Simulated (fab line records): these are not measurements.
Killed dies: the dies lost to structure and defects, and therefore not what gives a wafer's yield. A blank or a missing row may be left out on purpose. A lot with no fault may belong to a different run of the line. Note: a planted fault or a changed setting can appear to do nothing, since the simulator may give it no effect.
What tool caused it? | flow sky130 | 13 lots with 39 wafers sampled at 5 steps, on a route of 708 steps

## WHAT EACH GAUGE READ, for each wafer
No reading from a measuring or inspecting step in the record can be judged against a usual standard deviation.

## EACH LOT AND THE TOOL THAT RAN IT (in order: tool; ch and the chambers of the sampled wafers; start)
lot  | SKY_CONTACT_ETCH_16               | SKY_VIA3_CVD_21              | SKY_METAL4_DESCUM_15             | SKY_PASSIVATION_CVD_02          | SKY_PAD_OPEN_PROBE_99
L867 | rieDiel-04 ch 1,2, day 32 03:46   | cvdW-02 ch 0,1, day 40 03:53 | rieMetal-02 ch 1, day 42 03:51   | pecvd-02 ch 2, day 44 05:00     | -
L868 | rieDiel-04 ch 0,1,2, day 33 00:51 | cvdW-01 ch 0,1, day 40 23:19 | rieMetal-02 ch 0,1, day 42 23:03 | pecvd-03 ch 0,2, day 44 23:17   | prober-02, day 46 20:01
L869 | rieDiel-02 ch 1,3, day 33 17:29   | cvdW-02 ch 0,1, day 41 14:47 | rieMetal-02 ch 0,1, day 43 15:00 | pecvd-01 ch 0,1, day 45 14:41   | -
L871 | rieDiel-02 ch 1,3, day 33 23:39   | cvdW-02 ch 0,1, day 41 19:49 | rieMetal-01 ch 1, day 43 20:25   | pecvd-03 ch 1,2, day 45 20:28   | -
L872 | rieDiel-01 ch 0,3, day 34 10:02   | cvdW-02 ch 0,1, day 42 03:43 | rieMetal-02 ch 0, day 44 02:48   | pecvd-01 ch 0,1,2, day 46 01:29 | prober-02, day 47 19:55
L873 | rieDiel-02 ch 0,1,3, day 34 21:16 | cvdW-01 ch 0,1, day 42 15:12 | rieMetal-04 ch 1, day 44 13:12   | pecvd-01 ch 0,1,2, day 46 11:42 | -
L874 | rieDiel-01 ch 0,1,2, day 35 03:22 | cvdW-01 ch 0, day 42 22:04   | rieMetal-04 ch 1, day 44 21:00   | pecvd-02 ch 1,2, day 46 20:13   | prober-01, day 48 14:31
L876 | rieDiel-01 ch 0,1,3, day 36 01:55 | cvdW-02 ch 0,1, day 43 16:08 | rieMetal-02 ch 0,1, day 45 13:10 | pecvd-03 ch 0,1,2, day 47 11:00 | prober-02, day 49 03:49
L878 | rieDiel-02 ch 0,1, day 36 02:25   | cvdW-02 ch 0,1, day 43 18:47 | rieMetal-04 ch 0,1, day 45 16:10 | pecvd-02 ch 1,2, day 47 13:40   | prober-02, day 49 05:57
L881 | rieDiel-01 ch 0,1,3, day 36 19:10 | cvdW-02 ch 0,1, day 44 07:03 | rieMetal-04 ch 0,1, day 46 01:52 | pecvd-03 ch 0,1,2, day 47 21:26 | prober-01, day 49 13:07
L882 | rieDiel-01 ch 1,3, day 37 05:25   | cvdW-02 ch 0, day 44 16:22   | rieMetal-02 ch 0,1, day 46 12:53 | pecvd-02 ch 0,1,2, day 48 08:12 | prober-02, day 49 22:16
L884 | rieDiel-01 ch 0,1,2, day 37 13:44 | cvdW-02 ch 0,1, day 44 22:48 | rieMetal-02 ch 1, day 46 18:30   | pecvd-02 ch 0,1, day 48 14:35   | prober-02, day 50 05:26
L887 | rieDiel-01 ch 0,1, day 38 18:31   | cvdW-02 ch 0,1, day 45 23:35 | rieMetal-02 ch 0,1, day 47 17:19 | pecvd-02 ch 0,1,2, day 49 10:13 | prober-01, day 50 21:44
- SKY_CONTACT_ETCH_16: etches BARC in N2/H2, stops on SiO2, time 45.9 s, target depth 60 nm.
- SKY_VIA3_CVD_21: deposits W, target thk 390 nm, time 117.31 s.
- SKY_METAL4_DESCUM_15: chemistry O2, time 8 s.
- SKY_PASSIVATION_CVD_02: deposits Si3N4, target thk 540 nm.
- SKY_PAD_OPEN_PROBE_99

## WHAT THE TOOLS THEMSELVES READ (means of the sampled wafers that have a number; where no wafer has one, the mark that the record gives instead)
SKY_CONTACT_ETCH_16. Usual: drypumpMotorCurrentA 5.8 A, standard deviation 0.37; h2FlowSccm 200.0 sccm, standard deviation 0.55; oesProductAu 0.856 a.u., standard deviation 0.0051; throttleValvePct 13.225 %, standard deviation 0.009.
lot  | tool       | drypumpMotorCurrentA (A) | h2FlowSccm (sccm) | oesProductAu (a.u.) | throttleValvePct (%) | flag
L867 | rieDiel-04 | 6.1                      | 199.9             | 0.856               | 13.218               | 
L868 | rieDiel-04 | 6.0                      | 200.6             | 0.853               | 13.225               | 
L869 | rieDiel-02 | 5.2                      | 199.8             | 0.854               | 13.222               | 
L871 | rieDiel-02 | 5.3                      | 200.1             | 0.851               | 13.224               | 
L872 | rieDiel-01 | 5.6                      | 200.2             | 0.857               | 13.230               | 
L873 | rieDiel-02 | 5.7                      | 200.6             | 0.850               | 13.230               | 
L874 | rieDiel-01 | 5.8                      | 199.8             | 0.858               | 13.231               | 
L876 | rieDiel-01 | 5.6                      | 199.3             | 0.853               | 13.232               | 
L878 | rieDiel-02 | 5.8                      | 201.2             | 0.856               | 13.228               | 
L881 | rieDiel-01 | 5.6                      | 199.6             | 0.854               | 13.236               | 
L882 | rieDiel-01 | 5.6                      | 200.1             | 0.854               | 13.217               | 
L884 | rieDiel-01 | 5.8                      | 199.8             | 0.850               | 13.226               | 
L887 | rieDiel-01 | 5.6                      | 200.2             | 0.853               | 13.224               | 

SKY_VIA3_CVD_21. Usual: heaterPowerW reads 887 W (standard deviation 83).
lot  | tool    | heaterPowerW (W) | flag
L867 | cvdW-02 | 823              | 
L868 | cvdW-01 | 904              | 
L869 | cvdW-02 | 827              | 
L871 | cvdW-02 | 873              | 
L872 | cvdW-02 | 827              | 
L873 | cvdW-01 | 913              | 
L874 | cvdW-01 | 1026             | 
L876 | cvdW-02 | 855              | 
L878 | cvdW-02 | 858              | 
L881 | cvdW-02 | 842              | 
L882 | cvdW-02 | 794              | 
L884 | cvdW-02 | 833              | 
L887 | cvdW-02 | 834              | 

SKY_METAL4_DESCUM_15. Usual: drypumpMotorCurrentA 5.6 A, standard deviation 0.41; oesProductAu 0.995 a.u., standard deviation 0.0094.
lot  | tool        | drypumpMotorCurrentA (A) | oesProductAu (a.u.) | flag
L867 | rieMetal-02 | 5.9                      | 0.977               | 
L868 | rieMetal-02 | 5.9                      | 0.999               | 
L869 | rieMetal-02 | 5.8                      | 0.988               | 
L871 | rieMetal-01 | 4.7                      | 0.997               | 
L872 | rieMetal-02 | 5.8                      | 0.996               | 
L873 | rieMetal-04 | 5.8                      | 0.999               | 
L874 | rieMetal-04 | 5.8                      | 1.007               | 
L876 | rieMetal-02 | 5.8                      | 0.992               | 
L878 | rieMetal-04 | 5.6                      | 1.000               | 
L881 | rieMetal-04 | 5.4                      | 1.001               | 
L882 | rieMetal-02 | 5.9                      | 0.987               | 
L884 | rieMetal-02 | 5.9                      | 0.984               | 
L887 | rieMetal-02 | 5.8                      | 0.983               | 

SKY_PASSIVATION_CVD_02. Usual: heaterPowerW reads 696 W (standard deviation 84).
lot  | tool     | heaterPowerW (W) | flag
L867 | pecvd-02 | 572              | 
L868 | pecvd-03 | 712              | 
L869 | pecvd-01 | 731              | 
L871 | pecvd-03 | 716              | 
L872 | pecvd-01 | 641              | 
L873 | pecvd-01 | 689              | 
L874 | pecvd-02 | 692              | 
L876 | pecvd-03 | 760              | 
L878 | pecvd-02 | 653              | 
L881 | pecvd-03 | 755              | 
L882 | pecvd-02 | 712              | 
L884 | pecvd-02 | 767              | 
L887 | pecvd-02 | 670              | 

SKY_PAD_OPEN_PROBE_99. Usual: killed_at_M0_to_M3 44, standard deviation 7.5; killed_at_M4_up 3.3, standard deviation 1.8; killedAtContacts 25, standard deviation 5.9; killedAtFrontEnd 16, standard deviation 4.7; killedAtOther 0.3, standard deviation 0.52; killedDies 89, standard deviation 9.9; killedOpen 49, standard deviation 7.8; killedShort 40, standard deviation 5.8.
lot  | tool      | killed_at_M0_to_M3 | killed_at_M4_up | killedAtContacts | killedAtFrontEnd | killedAtOther | killedDies | killedOpen | killedShort | flag
L868 | prober-02 | 42                 | 2.0             | 27               | 14               | 0.3           | 85         | 48         | 37          | 
L872 | prober-02 | 44                 | 2.7             | 31               | 15               | 0.7           | 93         | 54         | 38          | 
L874 | prober-01 | 44                 | 2.7             | 36               | 20               | 0.0           | 102        | 57         | 45          | 
L876 | prober-02 | 41                 | 4.3             | 24               | 15               | 0.3           | 84         | 46         | 38          | 
L878 | prober-02 | 43                 | 4.0             | 30               | 13               | 0.0           | 89         | 48         | 41          | 
L881 | prober-01 | 45                 | 3.0             | 28               | 18               | 0.3           | 95         | 52         | 43          | 
L882 | prober-02 | 36                 | 4.0             | 27               | 21               | 0.3           | 88         | 50         | 38          | 
L884 | prober-02 | 45                 | 3.7             | 75               | 16               | 0.0           | 139        | 51         | 39          | OFF
L887 | prober-01 | 45                 | 2.3             | 73               | 13               | 0.0           | 134        | 43         | 38          | OFF

## THE ANSWER, worked out from the rows above alone
Rule: a lot is off if the mean of its wafers that have a number lies more than 3 standard deviations from the usual mean. A lot without any number at a reading at which 4 lots or more have one is off too. Where the step has rows for the other lots, those lots are counted as sound. The gauges are gone through in route order, then the tools' own readings, and for those a lot's mean is taken as printed above. The first step at which some lot is off is used, and at that step the reading that is off furthest; a lot without a number counts as furthest.
Off: L884, L887, at SKY_PAD_OPEN_PROBE_99 (killedAtContacts). Neither off nor sound, because the step has no rows for them: L867, L869, L871, L873.
If a tool, at that step or one of the process steps before it, ran each lot that is off and ran no sound lot following the first of them, it fits. Can't be told from this: 4 tools fit, rieDiel-01 at SKY_CONTACT_ETCH_16, cvdW-02 at SKY_VIA3_CVD_21, rieMetal-02 at SKY_METAL4_DESCUM_15, pecvd-02 at SKY_PASSIVATION_CVD_02.

## WHAT WAS PUT IN BY THE SIMULATOR
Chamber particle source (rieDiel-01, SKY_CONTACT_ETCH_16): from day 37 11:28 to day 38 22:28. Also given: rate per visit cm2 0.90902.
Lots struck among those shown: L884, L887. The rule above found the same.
